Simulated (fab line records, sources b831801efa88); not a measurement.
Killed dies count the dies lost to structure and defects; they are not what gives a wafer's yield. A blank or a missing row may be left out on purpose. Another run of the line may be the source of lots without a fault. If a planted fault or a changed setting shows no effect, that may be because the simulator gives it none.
Comparing a struck lot with a sound one ; flow gf180mcu ; 44 steps out of a route of 602
Sound: wafers L150.2, L150.3, L150.5. Struck: wafers L158.2, L158.6. (L158.1 of the same lot was not struck and is left out.) The cause comes at the end.
At each step with rows: each side's tool, then ch and its chambers, then its first start. Under that, the readings that differ: sound wafers ; struck wafers ; difference of the means ; sigmas: that difference in standard deviations of wafers without a fault.
alike: readings whose means differ by less than 2 such deviations, and words and numbers that are the same on both sides. not compared: withheld readings, readings that some wafer has no value for, bounds like >300 that may hide the same value, and numbers for which the record gives no deviation and whose values overlap.
A row with sigmas, a row that says differs or no value, or rows on one side alone: a step with any of these is where the two part. Numbers that have no deviation but don't overlap get no sigmas and don't part them. A reading that every wafer of one side lacks parts them only if that side has two wafers or more.

first, 2 steps without rows for these wafers: GF_V3_STRIP_19 (strips in post etch residue remover, time 1200 s); GF_V3_CLEAN_20 (cleans in DIW).
GF_V3_SPUTTER_21: material Ti, target thk 15 nm, time 80.02 s.
  sound: pvd-sputter-02 at day 22 13:08; struck: pvd-sputter-01 at day 25 01:28
  alike: cathode-dc-power-W, throttle-valve-pct
GF_V3_SPUTTER_22: material TiN, target thk 10 nm, time 40 s.
  sound: pvd-sputter-02 at day 22 13:12; struck: pvd-sputter-01 at day 25 01:32
  alike: cathode-dc-power-W, throttle-valve-pct
GF_V3_CVD_23: deposits W, target thk 350 nm, time 104.9 s.
  sound on cvd-w-01 ch 0,1, day 22 13:14; struck on cvd-w-01 ch 0,1, day 25 01:34
  alike: heater-power-w
GF_V3_RS_MEAS_24: a four-point-probe measurement.
  sound: film-metro-02 at day 22 13:22; struck: film-metro-01 at day 25 01:41
  alike: V3_W_RS
GF_V3_THK_MEAS_25: measures by xrf.
  sound: film-metro-02 at day 22 13:29; struck: film-metro-01 at day 25 01:48
  alike: V3_W_THK
then, 5 steps without rows for these wafers: GF_V3_CMP_26 (polishes, stops on SiO2, t overpolish 15 s, target thk 0 nm); GF_M4_SPUTTER_00 (material Ti, target thk 37.5 nm, time 150 s); GF_M4_SPUTTER_01 (material TiN, target thk 30 nm, time 25 s); GF_M4_SPUTTER_02 (material AlCu, target thk 450 nm, time 23.9 s); GF_M4_SPUTTER_03 (material Ti, target thk 10 nm, time 6.7 s).
GF_M4_SPUTTER_04: material TiN, target thk 50 nm, time 41.7 s.
  sound: pvd-sputter-04 at day 22 14:01; struck: pvd-sputter-03 at day 25 02:21
reading;sound;struck;difference;sigmas
cathode-dc-power-W (W);6500.7 6499.9 6499.2;5762.5 5762.7;-737.3;-99 or more
throttle-valve-pct (%);30.0 27.0 29.4;31.7 31.9;+3.0;+2
model.TiN_of_M4_SPUTTER_04.thk-nm (nm);50.34 50.03 50.57;44.78 44.86;-5.49;
GF_M4_RS_MEAS_05: a four-point-probe measurement.
  sound: film-metro-04 at day 22 14:04; struck: film-metro-03 at day 25 02:23
  alike: M4_ALCU_RS
GF_M4_THK_MEAS_06: measures by xrf.
  sound: film-metro-04 at day 22 14:11; struck: film-metro-03 at day 25 02:31
  alike: M4_ALCU_THK
then, 7 steps without rows for these wafers: GF_M4_DEHYDRATE_07 (time 60 s); GF_M4_HMDS_08 (prime time 60 s); GF_M4_COAT_09 (resist thk 1000 nm); GF_M4_SOFTBAKE_10 (time 60 s); GF_M4_EXPOSE_11 (exposes mask Metal4, target cd 280 nm); GF_M4_PEB_12 (peb time 90 s); GF_M4_DEVELOP_13 (develop time 60 s).
GF_M4_CD_MEAS_14 targets a cd of 280 nm.
  sound: cd-sem-02 at day 23 12:31; struck: cd-sem-02 at day 26 00:29
  alike: cd-nm
GF_M4_OVL_MEAS_15:
  sound: overlay-02 at day 23 12:37; struck: overlay-01 at day 26 00:37
reading;sound;struck;difference;sigmas
M4_OVL (nm);6 6 -4;-10 -8;-12;-2
GF_M4_METAL_ETCH_16: etches the open film in Cl2/BCl3, stops on SiO2, target depth 627.5 nm, time 104.6 s.
  sound on rie-metal-03 ch 0, day 23 12:39; struck on rie-metal-01 ch 0, day 26 00:39
reading;sound;struck;difference;sigmas
oes-product-au (a.u.);0.972 0.971 0.978;0.959 0.959;-0.015;-3
  alike: chamber-pressure-mTorr, drypump-motor-current-A, throttle-valve-pct
  not compared: rf-hours-counter-h
GF_M4_STRIP_17: strips in O2/N2.
  sound on plasma-asher-04 ch 1, day 23 12:46; struck on plasma-asher-03 ch 0,1, day 26 00:52
reading;sound;struck;difference;sigmas
drypump-motor-current-A (A);4.7 4.7 4.7;6.3 5.8;+1.3;+3
strip-time-to-endpoint-s (s);7.83 7.86 7.89;7.97 7.93;+0.09;+2
  alike: chamber-pressure-mTorr, heater-power-w, oes-product-au
  not compared: rf-hours-counter-h
then, 3 steps without rows for these wafers: GF_M4_STRIP_18 (strips in post etch residue remover, time 1200 s); GF_M4_CLEAN_19 (cleans in DIW); GF_V4_CVD_00 (deposits SiO2, target thk 600 nm, time 100 s).
GF_V4_THK_MEAS_01:
  sound: film-metro-03 at day 23 13:25; struck: film-metro-03 at day 26 01:31
  alike: V4_CVD_00_THK
then, 1 step without rows for these wafers: GF_V4_CVD_02 (deposits SiO2 from TEOS, target thk 850 nm, time 94.851 s).
GF_V4_THK_MEAS_03:
  sound: film-metro-04 at day 23 13:35; struck: film-metro-03 at day 26 01:39
  alike: V4_CVD_02_THK
then, 1 step without rows for these wafers: GF_V4_CMP_04 (polishes SiO2).
GF_V4_BOW_MEAS_05:
  sound: film-metro-03 at day 23 13:57; struck: film-metro-03 at day 26 02:02
  alike: V4_BOW
then, 8 steps without rows for these wafers: GF_V4_DEHYDRATE_06 (time 60 s); GF_V4_HMDS_07 (prime time 60 s); GF_V4_COAT_08; GF_V4_COAT_09 (resist thk 1000 nm); GF_V4_SOFTBAKE_10 (time 60 s); GF_V4_EXPOSE_11 (exposes mask Via4, target cd 260 nm); GF_V4_PEB_12 (peb time 90 s); GF_V4_DEVELOP_13 (develop time 60 s).
GF_V4_STRIP_19: strips in post etch residue remover, time 1200 s.
  sound on wet-bench-04 ch 3, day 24 12:35; struck on wet-bench-01 ch 0, day 26 23:35
reading;sound;struck;difference;sigmas
model.TiN_of_M4_SPUTTER_04.thk-nm (nm);49.49 49.19 49.72;43.94 44.02;-5.49;
-- the record jumps here: 4 days lie between the struck wafers' starts before and after (it left off in module V4 and takes up again in module PASSIVATION, whose first step shown is number 602 of the route) --
GF_PASSIVATION_PROBE_99:
  only the struck wafers here have rows in the record (prober-02, day 31 07:41); the sound ones have none

== WHERE THEY PART ==
First at GF_M4_SPUTTER_04; last, within this record, at GF_PASSIVATION_PROBE_99.

WHY: what the simulator had put in
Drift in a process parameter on pvd-sputter-03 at GF_M4_SPUTTER_04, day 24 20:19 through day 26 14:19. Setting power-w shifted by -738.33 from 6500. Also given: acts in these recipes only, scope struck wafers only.
